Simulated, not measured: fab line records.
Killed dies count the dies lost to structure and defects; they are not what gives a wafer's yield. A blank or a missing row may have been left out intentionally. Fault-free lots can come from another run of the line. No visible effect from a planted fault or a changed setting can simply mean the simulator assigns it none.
Matching of chambers	flow sfqLine	cmp-01 running SFQ_TRILAYER_I1_CMP_CMP_046: 4 sister chambers
The step polishes SiO2. 4 wafers are shown with their chamber, then 7 later ones without.

== EACH WAFER AND ITS CHAMBER ==
wafer	chamber	motorCurrentA (A)
L079.6	0	9.5
L080.4	2	10.2
L086.1	3	8.8
L086.3	1	9.3

== WAFERS MISSING THEIR CHAMBER ==
wafer	motorCurrentA (A)
L086.4	9.6
L094.1	9.6
L094.4	9.9
L094.6	9.6
L095.2	9.9
L095.3	9.6
L095.6	9.5

== THE CHAMBER EACH PASSED THROUGH ==
wafer	from the rows above	in truth
L086.4	can't be placed: 0 or 1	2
L094.1	can't be placed: 0 or 1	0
L094.4	can't be placed: 2 or 0 or 1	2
L094.6	can't be placed: 0 or 1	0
L095.2	can't be placed: 2 or 0 or 1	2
L095.3	can't be placed: 0 or 1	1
L095.6	can't be placed: 0 or 1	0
Placed correctly: 0 of 7. Can't be placed from these rows: 7 (the true chamber is among the candidates in 6). 0 placed wrongly.
How it was worked out, from the rows above alone: a wafer's distance from a chamber is the root of the sum, over the readings, of the square of ((its reading less the chamber's mean) divided by the reading's scatter). The wafer belongs to the nearest chamber; if the next one is less than 2 further off, it can't be placed. A chamber's mean is the mean of its shown wafers. The scatter: with one shown wafer a chamber, the root of the mean of the squares of how far each hidden wafer lies from its nearest shown one.
